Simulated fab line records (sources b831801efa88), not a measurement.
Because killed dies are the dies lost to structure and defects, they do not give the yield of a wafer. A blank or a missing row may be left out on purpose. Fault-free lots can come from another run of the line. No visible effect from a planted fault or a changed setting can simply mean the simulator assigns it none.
fab line records	flow sky130
[record] lots = 12	wafers = 36	lastDay = 50
route steps=708 shown METAL3@564 VIA3@575 PAD_OPEN@708
lots that met no fault: taken from a fault-free run of the same line
startH: start of the lot's first displayed wafer, in hours after the record's first day	waitH: how many hours have passed since the lot's step before this one	" repeats the value in the row above	L1.1+2: one row covering several wafers at once	- no value, or no start was given	* or withheld: withheld	< > ~ a bound
route shown NAME@n: names a module that has steps shown in the file, with the first one's number in the route	usual: mean and standard deviation over wafers with no fault	same: alike in all rows	chamber/n: place in a boat	sites: each site's reading	_std_site: how widely they spread, as a standard deviation	_edge_site: mean of outer sites minus mean of inner sites	radiusMm: for every site, how far away it sits from the centre of the wafer	mask NAME#n: copy n	behind: the most recent tool/chamber to have shaped the wafer	hold: why the lot went on hold/how many hours it stayed there/how the hold came to an end	device: which transistor (n, p or np) failed to switch	end of line: the route-end tests of the same wafers	a step given without rows: its recipe and nothing more	killed: not the wafer's yield, but the dies lost to structure and defects at the first sort	map: a wafer's dies, marking killed ones x, the rest . and places with no die _
set.NAME: setting as actually run; set.NAME@STEP: the setting as run at that earlier step	model.NAME: the simulator's own value behind a step, which no gauge read
route steps across a sampled set of lots; one table per step, one row per wafer
services: when a tool's chamber went out of use (startH, in hours from the record's first day, below 0 if earlier), for how many hours, and the reason
[[steps]]
[step SKY_METAL3_OVL_MEAS_14]
[usual] METAL3_OVL = -1/5.7
lot.wafer	tool	chamber	startH	waitH	METAL3_OVL[nm]
L961.1	overlay-02	-	903.88	0.1	-8
L961.2	"	-	"	"	3
L961.4	"	-	"	"	2
L963.1	overlay-01	-	919.10	0.1	1
L963.2	"	-	"	"	1
L963.6	"	-	"	"	0
L964.1	overlay-01	-	943.50	0.1	1
L964.3	"	-	"	"	0
L964.6	"	-	"	"	6
L965.1	overlay-01	-	949.78	0.1	1
L965.5	"	-	"	"	-4
L965.6	"	-	"	"	0
L970.1	overlay-01	-	986.25	0.1	9
L970.2	"	-	"	"	8
L970.5	"	-	"	"	8
L973.3	overlay-02	-	995.07	0.1	-2
L973.5	"	-	"	"	-1
L973.6	"	-	"	"	-7
L974.2	overlay-01	-	1011.99	0.1	7
L974.3	"	-	"	"	8
L974.6	"	-	"	"	1
L975.1	overlay-01	-	1015.45	0.1	6
L975.2	"	-	"	"	0
L975.4	"	-	"	"	6
L976.1	overlay-02	-	1019.38	0.1	-2
L976.2	"	-	"	"	-13
L976.5	"	-	"	"	-6
L980.1	overlay-01	-	1037.87	0.1	-13
L980.2	"	-	"	"	-7
L980.6	"	-	"	"	-12
L981.1	overlay-01	-	1043.87	0.1	2
L981.5	"	-	"	"	2
L981.6	"	-	"	"	-2
L983.1	overlay-01	-	1057.20	0.1	-7
L983.5	"	-	"	"	-10
L983.6	"	-	"	"	-9
[step SKY_VIA3_CMP_02]
[recipe] material = SiO2	downForcePsi = 4	platenRpm = 60	padVelocityMS = 0.94248
[usual] motorCurrentA = 11.4/0.89
lot.wafer	tool	chamber	startH	waitH	motorCurrentA
L961.1	cmp-02	1	905.12	0.1	11.5
L961.4	"	2	"	"	12.1
L961.2	"	3	"	"	11.7
L963.2	cmp-02	2	920.52	0.1	12.3
L963.1	"	3	"	"	11.3
L963.6	"	1	"	"	11.5
L964.1	cmp-01	3	944.69	0.1	9.2
L964.3	"	0	"	"	12.4
L964.6	"	0	"	"	13.2
L965.1	cmp-02	0	951.06	0.1	11.9
L965.5	"	2	"	"	11.7
L965.6	"	3	"	"	11.0
L970.1	cmp-02	2	987.49	0.1	11.7
L970.2	"	3	"	"	11.1
L970.5	"	2	"	"	12.3
L973.3	cmp-01	0	996.75	0.2	12.8
L973.5	"	1	"	"	10.6
L973.6	"	2	"	"	11.9
L974.2	cmp-02	1	1013.26	0.1	11.0
L974.3	"	2	"	"	11.7
L974.6	"	3	"	"	10.9
L975.4	cmp-01	0	1016.81	0.0	11.6
L975.1	"	2	"	"	11.5
L975.2	"	3	"	"	9.4
L976.2	cmp-02	3	1020.65	0.1	11.0
L976.1	"	1	"	"	12.2
L976.5	"	3	"	"	10.8
L980.1	cmp-01	1	1039.24	0.1	10.7
L980.2	"	2	"	"	11.7
L980.6	"	0	"	"	12.7
L981.1	cmp-01	2	1045.52	0.1	11.4
L981.5	"	0	"	"	12.1
L981.6	"	1	"	"	11.0
L983.1	cmp-01	1	1058.55	0.1	10.6
L983.5	"	3	"	"	9.1
L983.6	"	0	"	"	12.9
[step SKY_VIA3_BOW_MEAS_03]
[recipe] mode = bow
[usual] VIA3_BOW = 80/7.8
lot.wafer	tool	chamber	startH	waitH	VIA3_BOW[um]
L961.1	filmMetro-02	-	905.37	0.2	84
L961.2	"	-	"	"	80
L961.4	"	-	"	"	70
L963.1	filmMetro-03	-	920.77	0.1	77
L963.2	"	-	"	"	68
L963.6	"	-	"	"	72
L964.1	filmMetro-02	-	944.99	0.2	77
L964.3	"	-	"	"	74
L964.6	"	-	"	"	70
L965.1	filmMetro-02	-	951.26	0.1	83
L965.5	"	-	"	"	80
L965.6	"	-	"	"	83
L970.1	filmMetro-04	-	987.74	0.2	83
L970.2	"	-	"	"	86
L970.5	"	-	"	"	85
L973.3	filmMetro-02	-	996.94	0.1	80
L973.5	"	-	"	"	89
L973.6	"	-	"	"	86
L974.2	filmMetro-04	-	1013.48	0.2	82
L974.3	"	-	"	"	79
L974.6	"	-	"	"	85
L975.1	filmMetro-03	-	1017.11	0.1	95
L975.2	"	-	"	"	83
L975.4	"	-	"	"	79
L976.1	filmMetro-04	-	1020.90	0.1	78
L976.2	"	-	"	"	67
L976.5	"	-	"	"	84
L980.1	filmMetro-04	-	1039.44	0.1	70
L980.2	"	-	"	"	66
L980.6	"	-	"	"	83
L981.1	filmMetro-04	-	1045.72	0.1	75
L981.5	"	-	"	"	64
L981.6	"	-	"	"	87
L983.1	filmMetro-03	-	1058.75	0.1	68
L983.5	"	-	"	"	75
L983.6	"	-	"	"	68
[step SKY_VIA3_COAT_06]
[recipe] resist = BARC	tempC = withheld	timeS = withheld	spinRpm = 3000	resistThkNm = 60
[usual] spinSpeedRpm = 3000.0/2
lot.wafer	tool	chamber	startH	waitH	spinSpeedRpm
L961.1	lithoTrack-03	0	918.13	0.1	2999.6
L961.2	"	0	"	"	2998.4
L961.4	"	0	"	"	2999.7
L963.1	lithoTrack-04	0	932.84	0.1	3000.7
L963.2	"	0	"	"	3002.0
L963.6	"	0	"	"	3001.9
L964.1	lithoTrack-03	0	956.28	0.1	2998.1
L964.3	"	0	"	"	2996.0
L964.6	"	0	"	"	2995.6
L965.1	lithoTrack-04	0	963.49	0.1	2997.2
L965.5	"	0	"	"	3003.8
L965.6	"	0	"	"	3002.9
L970.1	lithoTrack-03	0	999.43	0.1	3000.0
L970.2	"	0	"	"	2999.5
L970.5	"	0	"	"	3000.8
L973.3	lithoTrack-03	0	1007.48	0.1	3001.3
L973.5	"	0	"	"	3000.0
L973.6	"	0	"	"	3001.0
L974.2	lithoTrack-04	0	1024.71	0.1	2997.0
L974.3	"	0	"	"	3000.1
L974.6	"	0	"	"	2997.9
L975.1	lithoTrack-02	0	1027.45	0.1	2998.2
L975.2	"	0	"	"	2999.3
L975.4	"	0	"	"	3001.9
L976.1	lithoTrack-02	0	1031.05	0.1	3000.6
L976.2	"	0	"	"	3001.3
L976.5	"	0	"	"	3001.4
L980.1	lithoTrack-04	0	1049.99	0.1	2997.4
L980.2	"	0	"	"	2999.1
L980.6	"	0	"	"	2999.5
L981.1	lithoTrack-02	0	1055.85	0.1	3000.9
L981.5	"	0	"	"	3000.5
L981.6	"	0	"	"	3002.7
L983.1	lithoTrack-04	0	1069.64	0.1	3000.3
L983.5	"	0	"	"	3001.1
L983.6	"	0	"	"	2999.8
[step SKY_VIA3_ETCH_14]
[recipe] chemistry = N2/H2	target = BARC	ionEnergyEv = 200	sourceW = 500	biasW = 100	pressureMtorr = 30	n2FlowSccm = 100	h2FlowSccm = 200	stopOn = SiO2	timeS = 45.9	targetDepthA = 600
[usual] drypumpMotorCurrentA = 5.6/0.55	oesProductAu = 0.854/0.0051	throttleValvePct = 13.226/0.0083
lot.wafer	tool	chamber	startH	waitH	drypumpMotorCurrentA	oesProductAu	rfHoursCounterH	throttleValvePct
L961.1	rieDiel-04	1	930.69	0.0	6.1	0.853	4	13.231
L961.2	"	3	"	"	5.8	0.851	22	13.222
L961.4	"	0	"	"	6.0	0.859	2	13.237
L963.1	rieDiel-04	1	946.15	0.0	6.0	0.845	5	13.224
L963.2	"	3	"	"	5.8	0.865	22	13.216
L963.6	"	2	"	"	6.4	0.850	-	13.223
L964.1	rieDiel-01	1	969.69	0.0	5.1	0.853	17	13.224
L964.3	"	3	"	"	5.5	0.854	26	13.223
L964.6	"	2	"	"	5.2	0.856	-	13.229
L965.1	rieDiel-01	0	976.04	0.0	6.5	0.859	8	13.223
L965.5	"	3	"	"	5.4	0.865	-	13.229
L965.6	"	0	"	"	6.4	0.850	-	13.226
L970.1	rieDiel-03	3	1010.99	0.0	5.9	0.869	5	13.235
L970.2	"	2	"	"	5.5	0.867	16	13.223
L970.5	"	2	"	"	5.6	0.870	-	13.227
L973.3	rieDiel-03	3	1020.04	0.0	5.9	0.872	5	13.232
L973.5	"	3	"	"	5.9	0.873	-	13.237
L973.6	"	0	"	"	4.7	0.868	-	13.219
L974.2	rieDiel-04	0	1036.99	0.0	6.0	0.856	5	13.220
L974.3	"	3	"	"	5.8	0.856	25	13.225
L974.6	"	2	"	"	6.4	0.850	-	13.226
L975.1	rieDiel-01	1	1039.59	0.0	5.2	0.863	19	13.220
L975.2	"	2	"	"	5.2	0.850	5	13.237
L975.4	"	0	"	"	6.5	0.849	10	13.236
L976.1	rieDiel-04	0	1043.24	0.0	6.0	0.864	6	13.231
L976.2	"	1	"	"	6.0	0.850	8	13.224
L976.5	"	1	"	"	6.0	0.852	-	13.218
L980.1	rieDiel-01	1	1060.74	0.0	5.2	0.856	20	13.226
L980.2	"	2	"	"	5.2	0.858	5	13.216
L980.6	"	0	"	"	6.5	0.850	-	13.218
L981.1	rieDiel-01	3	1067.25	0.0	5.4	0.849	29	13.231
L981.5	"	3	"	"	5.4	0.854	-	13.223
L981.6	"	0	"	"	6.5	0.857	-	13.221
L983.1	rieDiel-03	2	1079.95	0.0	5.5	0.850	18	13.243
L983.5	"	3	"	"	5.9	0.851	-	13.222
L983.6	"	2	"	"	5.5	0.849	-	13.239
[step SKY_PAD_OPEN_PROBE_99]
[usual] defectLimitedYield = 82.6/1.9	killed_at_M0_to_M3 = 43/6.9	killed_at_M4_up = 3.0/1.8	killedAtContacts = 24/4.8	killedAtFrontEnd = 15/4.5	killedAtOther = 0.4/0.67	killedDies = 86/9.2	killedOpen = 46/6.9	killedShort = 39/6	sort_bin_3_pad_short = 0.8/0.39	sort_bin_5_function = 10.2/1.3	sort_bin_6_memory = 6.3/1.2	sortNPass = 406/9.2	sortYieldPct = 82.6/1.9
[same] grossDies = 492	killedAtBackSide = 0	sort_bin_4_leakage[%] = 0	sort_bin_8_speed[%] = 0
lot.wafer	tool	chamber	startH	waitH	defectLimitedYield[%]	killed_at_M0_to_M3	killed_at_M4_up	killedAtContacts	killedAtFrontEnd	killedAtOther	killedDies	killedOpen	killedShort	sort_bin_3_pad_short[%]	sort_bin_5_function[%]	sort_bin_6_memory[%]	sortNPass	sortYieldPct[%]
L975.1	prober-01	-	1167.52	0.1	84.1	35	2	25	15	1	78	49	29	0.8	9.6	5.5	414	84.1
L975.2	prober-01	-	1167.57	0.1	82.3	43	4	32	7	1	87	37	50	0.6	10.0	7.1	405	82.3
L975.4	prober-01	-	1167.67	0.2	82.1	50	3	21	13	1	88	54	34	0	11.0	6.9	404	82.1
L981.1	prober-01	-	1189.91	0.1	82.3	45	2	27	13	0	87	48	38	0.2	8.9	8.5	405	82.3
L981.5	prober-01	-	1190.11	0.2	83.5	47	1	22	10	1	81	32	49	0.8	9.6	6.1	411	83.5
L981.6	prober-01	-	1190.16	0.2	80.9	45	3	26	20	0	94	47	47	1.6	12.6	4.9	398	80.9
// killed by level:class
L975.1 CONTACT:geometricParticle:open=10 VIA3:geometricParticle:open=7 VIA1:geometricParticle:open=7 METAL2:geometricParticle:short=5 POLY_GATE:geometricParticle:short=4 FIELD_ISO:geometricParticle:open=4 POLY_GATE:geometricParticle:open=4 LI_CONTACT:geometricParticle:open=4
L975.2 VIA1:geometricParticle:open=12 CONTACT:geometricParticle:open=10 CONTACT:geometricParticle:short=8 VIA1:geometricParticle:short=7 LI_CONTACT:geometricParticle:open=6 METAL1:geometricParticle:short=6 VIA2:geometricParticle:open=4 METAL2:geometricParticle:short=4
L975.4 VIA1:geometricParticle:open=21 CONTACT:geometricParticle:open=7 VIA2:geometricParticle:open=6 VIA2:geometricParticle:short=5 LI_CONTACT:geometricParticle:open=5 CONTACT:geometricParticle:short=4 VIA3:geometricParticle:open=4 FIELD_ISO:geometricParticle:short=3
L981.1 VIA1:geometricParticle:open=17 CONTACT:geometricParticle:open=12 VIA1:geometricParticle:short=7 LI_CONTACT:geometricParticle:open=5 POLY_GATE:geometricParticle:open=4 POLY_GATE:geometricParticle:short=4 LOCAL_INTERCONNECT:geometricParticle:short=4 METAL1:geometricParticle:short=4
L981.5 VIA1:geometricParticle:open=13 METAL2:geometricParticle:short=10 CONTACT:geometricParticle:short=8 FIELD_ISO:geometricParticle:short=6 CONTACT:geometricParticle:open=6 LOCAL_INTERCONNECT:geometricParticle:short=5 VIA3:geometricParticle:open=5 VIA1:geometricParticle:short=4
L981.6 CONTACT:geometricParticle:open=11 VIA1:geometricParticle:open=10 POLY_GATE:geometricParticle:short=7 LI_CONTACT:geometricParticle:open=6 FIELD_ISO:geometricParticle:short=5 METAL2:geometricParticle:short=5 METAL1:geometricParticle:short=5 VIA1:geometricParticle:short=5
[[services]]
tool	chamber	startH	hours	kind
rieDiel-04	3	882.70	2.9	repair
rieDiel-03	-	903.88	3.2	repair
cmp-02	-	912.00	4.0	pm
cmp-02	-	916.00	-	consumableReplace:conditioner
cmp-02	-	916.00	-	consumableReplace:pad
cmp-01	-	920.27	1.8	repair
cmp-02	-	924.68	0.9	repair
cmp-01	-	938.43	3.9	repair
rieDiel-03	0	939.51	16.7	repair
cmp-02	-	943.38	2.7	repair
cmp-01	-	966.86	0.6	repair
cmp-01	-	977.91	1.9	repair
cmp-02	-	978.58	4.5	repair
rieDiel-03	1	993.86	3.5	repair
cmp-02	-	999.97	1.1	repair
rieDiel-04	2	1002.61	5.2	repair
rieDiel-01	2	1007.55	4.3	repair
rieDiel-04	1	1009.22	2.2	repair
cmp-01	-	1019.77	1.4	repair
rieDiel-01	0	1029.78	9.2	repair
cmp-01	-	1048.94	4.9	pm
rieDiel-03	2	1062.49	7.7	repair
cmp-01	-	1068.51	13.0	pm
rieDiel-04	1	1079.70	3.9	repair
[[key]]
[firstSign] step = SKY_VIA3_ETCH_14	reading = oesProductAu	direction = up	sigmas = 3.1	usual = 0.854	struck = 0.870
effect none on later readings
metAt SKY_VIA3_COAT_06
struckLots L970,L973
notActingAt SKY_METAL3_OVL_MEAS_14,SKY_VIA3_CMP_02,SKY_VIA3_BOW_MEAS_03
onsetBetween 956.28 999.43
[fault] kind = processParameterDrift	tool = lithoTrack-03	chamber = -	onsetH = 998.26	steps = SKY_VIA3_COAT_06	channel = resistThkNm	offset = 2.4089	shape = step	endH = 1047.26	actsIn = theseRecipesOnly	stated = 60
